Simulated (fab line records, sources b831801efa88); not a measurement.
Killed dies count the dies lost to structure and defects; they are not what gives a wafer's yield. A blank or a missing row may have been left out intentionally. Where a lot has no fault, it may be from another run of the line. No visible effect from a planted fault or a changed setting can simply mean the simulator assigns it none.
Comparing a struck lot with a sound one | flow sky130 | 43 steps out of a route of 708
Sound: wafers L335.1, L335.2, L335.3. The struck wafers were L346.2, L346.3, L346.6. The cause is named last.
Order at every step that has rows: each side's tool, ch and its chambers, its first start. Under that, the readings that differ: sound wafers | struck wafers | difference of the means | sigmas: that difference in standard deviations of wafers without a fault.
alike: readings with means less than 2 such deviations apart, plus words and numbers identical on both sides. not compared: withheld readings, readings lacking a value on some wafer, bounds such as >300 that could conceal the same value, and numbers that have no deviation in the record and whose values overlap.
A row with sigmas, a row that says differs or no value, or rows on one side alone: a step with any of these is where the two part. When numbers do not overlap yet have no deviation, they are printed without sigmas and do not part them. Lack of a reading on every wafer of one side parts them only where that side has two or more wafers.

SKY_LDD_HVP_OVL_MEAS_07:
  sound: overlay-01 at day 22 08:48; struck: overlay-02 at day 26 15:41
  alike: LDD_HVP_OVL
following that, these wafers have no rows for 1 step: SKY_LDD_HVP_IMPLANT_08.
SKY_LDD_HVP_STRIP_09: strips in O2/N2.
  sound on plasma_asher-01 ch 0,1, day 22 08:59; struck on plasma_asher-01 ch 1, day 26 15:52
  alike: drypump_motor_current_A, o2_flow_sccm, oes_product_au, strip_time_to_endpoint_s
  not compared: rf_hours_counter_h
SKY_LDD_HVP_TW_MEAS_10:
  sound: film_metro-04 at day 22 09:05; struck: film_metro-04 at day 26 15:58
  alike: LDD_HVP_TW
then, 7 steps without rows for these wafers: SKY_LDD_LDN_DEHYDRATE_00 (time 60 s); SKY_LDD_LDN_HMDS_01 (prime time 60 s); SKY_LDD_LDN_COAT_02 (resist thk 1140 nm); SKY_LDD_LDN_SOFTBAKE_03 (time 60 s); SKY_LDD_LDN_EXPOSE_04 (exposes mask LDNTM, target cd 700 nm); SKY_LDD_LDN_PEB_05; SKY_LDD_LDN_DEVELOP_06 (develop time 60 s).
SKY_LDD_LDN_OVL_MEAS_07:
  sound: overlay-02 at day 23 15:16; struck: overlay-02 at day 27 21:00
  alike: LDD_LDN_OVL
SKY_LDD_LDN_IMPLANT_08:
  sound on implanter-04 ch 0, day 23 15:19; struck on implanter-01 ch 0, day 27 21:04
  alike: end_station_pressure_torr
then, 3 steps without rows for these wafers: SKY_LDD_LDN_IMPLANT_09; SKY_LDD_LDN_IMPLANT_10; SKY_LDD_LDN_IMPLANT_11.
SKY_LDD_LDN_STRIP_12: strips in O2/N2.
  sound on plasma_asher-04 ch 0,1, day 23 15:55; struck on plasma_asher-03 ch 0,1, day 27 21:38
  reading                     | sound             | struck            | difference | sigmas
  drypump_motor_current_A (A) | 5.7 5.0 5.0       | 6.0 6.0 5.8       | +0.7       | +2
  oes_product_au (a.u.)       | 0.719 0.721 0.723 | 0.712 0.709 0.715 | -0.009     | -2
  alike: o2_flow_sccm, strip_time_to_endpoint_s
  not compared: rf_hours_counter_h
SKY_LDD_LDN_TW_MEAS_13:
  sound: film_metro-03 at day 23 16:01; struck: film_metro-02 at day 27 21:44
  reading    | sound          | struck         | difference | sigmas
  LDD_LDN_TW | 1485 1489 1484 | 1446 1441 1448 | -41        | -3
then, 2 steps without rows for these wafers: SKY_LDD_LDN_CLEAN_14 (cleans in SC1/SC2, time 150 s); SKY_SPACER_CVD_00 (deposits Si3N4 from DCS/NH3, target thk 43.1 nm, time 740 s).
SKY_SPACER_THK_MEAS_01:
  sound: film_metro-02 at day 23 18:30; struck: film_metro-04 at day 27 23:34
  alike: SPACER_CVD_00_THK
SKY_SPACER_ETCHBACK_02: etches Si3N4 in CH3F/O2, stops on SiO2, time 46.7 s, target depth 45 nm.
  sound on rie_diel-03 ch 0,1,3, day 23 18:34; struck on rie_diel-03 ch 0,2, day 27 23:37
  alike: drypump_motor_current_A, oes_product_au, throttle_valve_pct
  not compared: rf_hours_counter_h
then, 8 steps without rows for these wafers: SKY_POLY_CUT_DEHYDRATE_00 (time 60 s); SKY_POLY_CUT_HMDS_01 (prime time 60 s); SKY_POLY_CUT_COAT_02 (resist thk 60 nm); SKY_POLY_CUT_COAT_03 (resist thk 450 nm); SKY_POLY_CUT_SOFTBAKE_04 (time 90 s); SKY_POLY_CUT_EXPOSE_05 (exposes mask NPCM, target cd 270 nm); SKY_POLY_CUT_PEB_06; SKY_POLY_CUT_DEVELOP_07 (develop time 60 s).
SKY_POLY_CUT_CD_MEAS_08: target cd 270 nm.
  sound: cd_sem-02 at day 25 00:03; struck: cd_sem-01 at day 29 03:52
  reading    | sound             | struck            | difference | sigmas
  cd_nm (nm) | 270.3 269.4 269.2 | 272.5 272.2 273.7 | +3.2       | +2
SKY_POLY_CUT_OVL_MEAS_09:
  sound: overlay-01 at day 25 00:10; struck: overlay-01 at day 29 03:58
  alike: POLY_CUT_OVL
then, 1 step without rows for these wafers: SKY_POLY_CUT_ETCH_10 (etches BARC in N2/H2, stops on SiO2, time 45.9 s, target depth 60 nm).
SKY_POLY_CUT_ETCH_11: etches Si3N4 in CF4/CH2F2/Ar, stops on poly-Si, time 42.5 s, target depth 60 nm.
  sound on rie_diel-02 ch 1,2,3, day 25 00:14; struck on rie_diel-02 ch 1,2,3, day 29 04:03
  alike: drypump_motor_current_A, oes_product_au, throttle_valve_pct
  not compared: rf_hours_counter_h
SKY_POLY_CUT_STRIP_12: strips in O2/N2.
  sound on plasma_asher-04 ch 0,1, day 25 00:17; struck on plasma_asher-04 ch 1, day 29 04:05
  alike: drypump_motor_current_A, o2_flow_sccm, oes_product_au, strip_time_to_endpoint_s
  not compared: rf_hours_counter_h
then, 7 steps without rows for these wafers: SKY_SD_P_DEHYDRATE_00 (time 60 s); SKY_SD_P_HMDS_01 (prime time 60 s); SKY_SD_P_COAT_02 (resist thk 1140 nm); SKY_SD_P_SOFTBAKE_03 (time 60 s); SKY_SD_P_EXPOSE_04 (exposes mask PSDM, target cd 380 nm); SKY_SD_P_PEB_05; SKY_SD_P_DEVELOP_06 (develop time 60 s).
-- here the record skips 20 days between the struck wafers' starts before and after, leaving off in module SD_P and picking up in module PAD_OPEN (first step shown: number 708 of the route) --
SKY_PAD_OPEN_PROBE_99:
  sound: prober-02 at day 46 10:34; struck: prober-01 at day 49 07:55
  reading                               | sound             | struck            | difference | sigmas
  model.etest.tip_sonos.rs_ohm_sq_range | 46.11 35.63 44.39 | 115.7 127.1 117.6 | +78.1      |
  alike: killed_at_M0_to_M3, killed_at_M4_up, killed_at_contacts, killed_at_front_end, killed_at_other, killed_dies, killed_open, killed_short
  not compared: model.etest.tip_sonos.rs_ohm_sq_rim_less_centre

== WHERE THEY PART ==
First at SKY_LDD_LDN_STRIP_12; last, within this record, at SKY_POLY_CUT_CD_MEAS_08. Later steps at which nothing parts them and some readings are alike: SKY_POLY_CUT_OVL_MEAS_09, SKY_POLY_CUT_ETCH_11, SKY_POLY_CUT_STRIP_12, SKY_PAD_OPEN_PROBE_99.

WHY: what the simulator had put in
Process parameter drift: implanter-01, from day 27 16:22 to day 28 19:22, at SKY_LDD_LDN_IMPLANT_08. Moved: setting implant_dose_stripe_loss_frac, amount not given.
